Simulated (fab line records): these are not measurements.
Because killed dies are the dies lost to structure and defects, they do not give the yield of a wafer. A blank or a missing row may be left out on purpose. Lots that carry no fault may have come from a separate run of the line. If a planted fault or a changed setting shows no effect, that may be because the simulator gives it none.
fab line records | flow sfq_line
record: lots: 5 | wafers: 15 | last_day: 92
route steps=325 shown M7@281
lots with no fault: from the same line, run without faults
start_h: the number of hours between the record's first day and the start of the first shown wafer of the lot | wait_h: hours from the lot's prior step to this one | " repeats the value in the row above | L1.1+2: one row covering several wafers at once | - value missing, or start not given | * or withheld: withheld | < > ~ a bound
route shown NAME@n: names a module that has steps shown in the file, with the first one's number in the route | usual: the fault-free wafers' mean and standard deviation | same: alike in all rows | chamber/n: place in a boat | sites: per-site readings | _std_site: their standard deviation | _edge_site: mean of outer sites minus mean of inner sites | radius_mm: for every site, how far away it sits from the centre of the wafer | mask NAME#n: copy n | behind: the most recent tool/chamber to have shaped the wafer | hold: the reason the lot was held/the length of the hold in hours/how it ended | device: names the non-switching transistor (n, p or np) | end of line: at the end of the route, the tests of the same wafers | for a step that has no rows: nothing shown but its recipe | killed: dies lost to structure and defects at the first sort, not the wafer's yield | map: a wafer's dies, marking killed ones x, the rest . and places with no die _
set.NAME: setting as actually run; set.NAME@STEP: the setting as run at that earlier step | model.NAME: the simulator's own value behind a step, which no gauge read
certain route steps with their lots: each step a table, each wafer a row
services: when a tool's chamber went out of use (start_h, in hours from the record's first day, below 0 if earlier), for how many hours, and the reason
== steps ==
step: SFQ_TRILAYER_M7_DEP_PRE_CLEAN_176
recipe: gas: Ar | time_s: 22.5 | bias_v: 250
step: SFQ_TRILAYER_M7_DEP_SPUTTER_175
recipe: material: Nb | base_pressure_pa: 1.33e-06 | chamber_pressure_pa: 0.1333 | substrate_temp_c: 20 | target_thk_nm: 200 | power_w: 2000 | time_s: 133.3
usual: chamber_pressure_pa: 0.13328/0.00029 | throttle_valve_pct: 29.9/0.87
lot.wafer | tool           | chamber | start_h | wait_h | chamber_pressure_pa | throttle_valve_pct
L249.1    | pvd_sputter-05 | -       | 1822.97 | 0.0    | 0.13297             | 30.0
L249.4    | "              | -       | "       | "      | 0.13298             | 30.8
L249.5    | "              | -       | "       | "      | 0.13317             | 30.1
L257.1    | pvd_sputter-05 | -       | 1888.25 | 0.0    | 0.1332              | 29.4
L257.4    | "              | -       | "       | "      | 0.13303             | 30.9
L257.6    | "              | -       | "       | "      | 0.13332             | 30.0
L261.2    | pvd_sputter-05 | -       | 1893.82 | 0.0    | 0.13304             | 30.0
L261.5    | "              | -       | "       | "      | 0.13304             | 30.0
L261.6    | "              | -       | "       | "      | 0.13312             | 31.0
L265.1    | pvd_sputter-06 | -       | 1968.51 | 0.0    | 0.13345             | 29.7
L265.5    | "              | -       | "       | "      | 0.13329             | 28.2
L265.6    | "              | -       | "       | "      | 0.13342             | 29.6
L267.1    | pvd_sputter-05 | -       | 1979.75 | 0.0    | 0.13279             | 30.3
L267.3    | "              | -       | "       | "      | 0.13328             | 29.9
L267.6    | "              | -       | "       | "      | 0.13305             | 30.2
step: SFQ_M7_RS_MEAS_943
recipe: thk_meas_gauge: four-point-probe | reads: Nb_of_TRILAYER_M7_DEP_SPUTTER_175
usual: M7_NB_RS: 0.886/0.0083
lot.wafer | tool          | chamber | start_h | wait_h | M7_NB_RS[ohm/sq]
L249.1    | film_metro-02 | -       | 1823.06 | 0.0    | 0.893
L249.4    | "             | -       | "       | "      | 0.890
L249.5    | "             | -       | "       | "      | 0.887
L257.1    | film_metro-02 | -       | 1888.34 | 0.0    | 0.880
L257.4    | "             | -       | "       | "      | 0.879
L257.6    | "             | -       | "       | "      | 0.887
L261.2    | film_metro-04 | -       | 1893.93 | 0.1    | 0.886
L261.5    | "             | -       | "       | "      | 0.894
L261.6    | "             | -       | "       | "      | 0.892
L265.1    | film_metro-02 | -       | 1968.60 | 0.0    | 0.888
L265.5    | "             | -       | "       | "      | 0.885
L265.6    | "             | -       | "       | "      | 0.885
L267.1    | film_metro-04 | -       | 1979.85 | 0.1    | 0.873
L267.3    | "             | -       | "       | "      | 0.883
L267.6    | "             | -       | "       | "      | 0.872
step: SFQ_TRILAYER_M7_LITHO_COAT_182
recipe: resist: BARC | spin_rpm: 3000 | resist_thk_nm: 62
step: SFQ_TRILAYER_M7_LITHO_COAT_177
recipe: resist: KrF | spin_rpm: 3000 | resist_thk_nm: 600
step: SFQ_TRILAYER_M7_LITHO_SOFTBAKE_181
recipe: temp_c: withheld | time_s: withheld | resist: KrF
step: SFQ_TRILAYER_M7_LITHO_EXPOSE_178
recipe: mask_id: M7 | na: 0.6 | source_shape: conventional | sigma_outer: 0.65 | target_cd_nm: 500 | dose_mj: 14.4
step: SFQ_TRILAYER_M7_LITHO_PEB_180
recipe: peb_temp_c: 115 | peb_time_s: 60 | resist: KrF
step: SFQ_TRILAYER_M7_LITHO_DEVELOP_179
recipe: time_s: 60 | resist: KrF
step: SFQ_M7_OVL_MEAS_945
usual: M7_OVL: -2/4.2
lot.wafer | tool       | chamber | start_h | wait_h | M7_OVL[nm]
L249.1    | overlay-01 | -       | 1889.57 | 0.1    | -4
L249.4    | "          | -       | "       | "      | -10
L249.5    | "          | -       | "       | "      | -6
L257.1    | overlay-01 | -       | 1981.36 | 0.1    | -1
L257.4    | "          | -       | "       | "      | -6
L257.6    | "          | -       | "       | "      | -5
L261.2    | overlay-01 | -       | 1987.37 | 0.1    | -4
L261.5    | "          | -       | "       | "      | -5
L261.6    | "          | -       | "       | "      | 3
L265.1    | overlay-02 | -       | 2045.76 | 0.1    | -3
L265.5    | "          | -       | "       | "      | 4
L265.6    | "          | -       | "       | "      | 1
L267.1    | overlay-02 | -       | 2057.76 | 0.1    | -12
L267.3    | "          | -       | "       | "      | -10
L267.6    | "          | -       | "       | "      | -2
step: SFQ_TRILAYER_M7_BARC_OPEN_METAL_ETCH_229
recipe: mask_material: PR | chemistry: O2 | target_depth_nm: 125 | target: BARC | icp_w: 600 | bias_w: 80 | pressure_mtorr: 10 | time_s: 41.7
usual: drypump_motor_current_A: 6.2/0.47 | oes_product_au: 0.685/0.0048 | run_length_s: 70.5/1.2
lot.wafer | tool         | chamber | start_h | wait_h | drypump_motor_current_A | oes_product_au | rf_hours_counter_h | run_length_s
L249.1    | rie_metal-02 | 1       | 1889.61 | 0.0    | 6.8                     | 0.684          | 117                | 72.9
L249.4    | "            | 0       | "       | "      | 6.4                     | 0.692          | -                  | 73.7
L249.5    | "            | 1       | "       | "      | 6.8                     | 0.694          | -                  | 73.1
L257.1    | rie_metal-02 | 0       | 1981.40 | 0.0    | 6.4                     | 0.685          | 71                 | 70.6
L257.4    | "            | 1       | "       | "      | 6.8                     | 0.685          | -                  | 69.5
L257.6    | "            | 0       | "       | "      | 6.4                     | 0.677          | -                  | 70.6
L261.2    | rie_metal-01 | 1       | 1987.40 | 0.0    | 6.0                     | 0.685          | 70                 | 72.9
L261.5    | "            | 0       | "       | "      | 5.8                     | 0.685          | -                  | 73.0
L261.6    | "            | 1       | "       | "      | 5.9                     | 0.685          | -                  | 73.6
L265.1    | rie_metal-01 | 1       | 2045.79 | 0.0    | 5.9                     | 0.685          | 82                 | 70.0
L265.5    | "            | 1       | "       | "      | 5.9                     | 0.684          | -                  | 70.0
L265.6    | "            | 1       | "       | "      | 5.9                     | 0.696          | -                  | 70.0
L267.1    | rie_metal-03 | 1       | 2057.79 | 0.0    | 6.3                     | 0.689          | 6                  | 69.8
L267.3    | "            | 0       | "       | "      | 5.4                     | 0.678          | -                  | 70.0
L267.6    | "            | 1       | "       | "      | 6.3                     | 0.681          | -                  | 70.0
step: SFQ_TRILAYER_M7_ETCH_METAL_ETCH_180
recipe: target: Nb | stop_on: SiO2 | mask_material: PR | chemistry: Cl2/Ar | target_depth_nm: 240 | icp_w: 600 | bias_w: 80 | pressure_mtorr: 10 | time_s: 120
usual: drypump_motor_current_A: 6.1/0.47 | oes_product_au: 0.897/0.0062 | run_length_s: 148.7/1.1
lot.wafer | tool         | chamber | start_h | wait_h | drypump_motor_current_A | oes_product_au | rf_hours_counter_h | run_length_s | model.KrF_of_TRILAYER_M7_LITHO_COAT_177.thk_nm | model.SiO2_of_TRILAYER_I6_DEP_PECVD_165.thk_nm
L249.1    | rie_metal-02 | 1       | 1889.69 | 0.1    | 6.8                     | 0.892          | 117                | 151.0        | 379.3                                          | 192.1
L249.4    | "            | 0       | "       | "      | 6.4                     | 0.900          | -                  | 151.4        | 384.3                                          | 192
L249.5    | "            | 1       | "       | "      | 6.8                     | 0.898          | -                  | 151.5        | 379.3                                          | 192.8
L257.1    | rie_metal-02 | 0       | 1981.46 | 0.0    | 6.4                     | 0.866          | 71                 | 156.5        | 376.1                                          | 191.5
L257.4    | "            | 1       | "       | "      | 6.8                     | 0.901          | -                  | 147.9        | 383.7                                          | 192
L257.6    | "            | 0       | "       | "      | 6.4                     | 0.897          | -                  | 148.7        | 387.5                                          | 191.2
L261.2    | rie_metal-01 | 1       | 1987.48 | 0.1    | 5.9                     | 0.905          | 70                 | 148.5        | 380.9                                          | 191.9
L261.5    | "            | 0       | "       | "      | 5.7                     | 0.896          | -                  | 148.0        | 380.9                                          | 193.5
L261.6    | "            | 1       | "       | "      | 5.9                     | 0.892          | -                  | 148.2        | 383.3                                          | 191.7
L265.1    | rie_metal-01 | 1       | 2045.91 | 0.1    | 5.9                     | 0.896          | 82                 | 149.0        | 381.7                                          | 192.3
L265.5    | "            | 1       | "       | "      | 5.9                     | 0.901          | -                  | 148.2        | 379.7                                          | 192.6
L265.6    | "            | 1       | "       | "      | 5.9                     | 0.902          | -                  | 148.5        | 382.4                                          | 191.7
L267.1    | rie_metal-03 | 1       | 2057.85 | 0.0    | 6.3                     | 0.907          | 6                  | 148.3        | 383.1                                          | 190.3
L267.3    | "            | 0       | "       | "      | 5.4                     | 0.894          | -                  | 148.8        | 385.9                                          | 191
L267.6    | "            | 1       | "       | "      | 6.3                     | 0.900          | -                  | 148.4        | 387.3                                          | 191.2
step: SFQ_TRILAYER_M7_STRIP_STRIP_181
recipe: gas: O2 | power_w: 200 | platen_temp_c: 40 | overash_fraction: 0.65 | chemistry: O2 | pressure_mtorr: 50
usual: drypump_motor_current_A: 6.2/0.47 | oes_product_au: 1.000/0.006
lot.wafer | tool         | chamber | start_h | wait_h | drypump_motor_current_A | oes_product_au | rf_hours_counter_h
L249.1    | rie_metal-02 | 1       | 1889.85 | 0.1    | 6.8                     | 1.003          | 117
L249.4    | "            | 0       | "       | "      | 6.4                     | 0.987          | -
L249.5    | "            | 1       | "       | "      | 6.8                     | 1.003          | -
L257.1    | rie_metal-02 | 0       | 1981.58 | 0.1    | 6.4                     | 1.000          | 71
L257.4    | "            | 1       | "       | "      | 6.8                     | 1.004          | -
L257.6    | "            | 0       | "       | "      | 6.4                     | 0.994          | -
L261.2    | rie_metal-01 | 1       | 1987.60 | 0.1    | 5.9                     | 0.996          | 71
L261.5    | "            | 0       | "       | "      | 5.8                     | 1.000          | -
L261.6    | "            | 1       | "       | "      | 5.9                     | 1.001          | -
L265.1    | rie_metal-01 | 1       | 2046.16 | 0.2    | 5.9                     | 1.001          | 83
L265.5    | "            | 1       | "       | "      | 5.9                     | 1.009          | -
L265.6    | "            | 1       | "       | "      | 6.0                     | 1.000          | -
L267.1    | rie_metal-03 | 1       | 2057.98 | 0.1    | 6.3                     | 1.004          | 6
L267.3    | "            | 0       | "       | "      | 5.4                     | 1.007          | -
L267.6    | "            | 1       | "       | "      | 6.3                     | 1.007          | -
== services ==
tool           | chamber | start_h | hours | kind
pvd_sputter-06 | -       | 1812.06 | 0.9   | repair
rie_metal-02   | 0       | 1816.86 | 16.9  | repair
rie_metal-03   | -       | 1822.11 | 0.4   | repair
pvd_sputter-06 | -       | 1832.15 | 7.3   | repair
rie_metal-02   | -       | 1832.20 | 5.5   | repair
pvd_sputter-06 | -       | 1886.35 | 5.5   | repair
rie_metal-02   | -       | 1888.52 | 0.1   | repair
pvd_sputter-06 | -       | 1891.41 | 3.7   | repair
pvd_sputter-06 | -       | 1896.49 | 1.7   | repair
rie_metal-01   | -       | 1907.73 | 1.6   | repair
pvd_sputter-06 | -       | 1932.90 | 7.3   | repair
pvd_sputter-06 | -       | 1964.19 | 3.2   | repair
pvd_sputter-06 | -       | 1965.09 | 3.2   | repair
pvd_sputter-05 | -       | 2000.97 | 2.7   | repair
rie_metal-03   | 1       | 2001.34 | -     | clean
pvd_sputter-06 | -       | 2011.50 | 2.6   | repair
rie_metal-02   | 1       | 2025.05 | -     | clean
rie_metal-02   | 1       | 2025.05 | 31.9  | scheduled_down
rie_metal-02   | 1       | 2025.05 | 31.9  | vent_cycle
pvd_sputter-05 | -       | 2038.16 | 4.4   | repair
rie_metal-01   | 0       | 2043.28 | -     | clean
rie_metal-01   | 0       | 2043.28 | 24.1  | scheduled_down
rie_metal-01   | 0       | 2043.28 | 24.1  | vent_cycle
rie_metal-02   | -       | 2045.49 | 2.8   | repair
== key ==
first_sign: step: SFQ_TRILAYER_M7_ETCH_METAL_ETCH_180 | reading: run_length_s | direction: up | sigmas: 7.4 | usual: * | struck: *
effect: step: SFQ_TRILAYER_M7_ETCH_METAL_ETCH_180 | reading: oes_product_au | direction: down | sigmas: 5.2 | usual: 0.897 | struck: 0.866
model_effect: step: SFQ_TRILAYER_M7_ETCH_METAL_ETCH_180 | value: KrF_of_TRILAYER_M7_LITHO_COAT_177.thk_nm | without: 384.8 | struck: 376.1
met_at SFQ_TRILAYER_M7_ETCH_METAL_ETCH_180
struck_wafers L257.1
onset_between 1889.69 1981.46
fault: kind: process_parameter_drift | tool: rie_metal-02 | chamber: - | onset_h: 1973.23 | steps: SFQ_TRILAYER_M7_ETCH_METAL_ETCH_180 | channel: time_s | offset: * | shape: step | end_h: 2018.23 | scope: struck_wafers_only | acts_in: * | stated: *
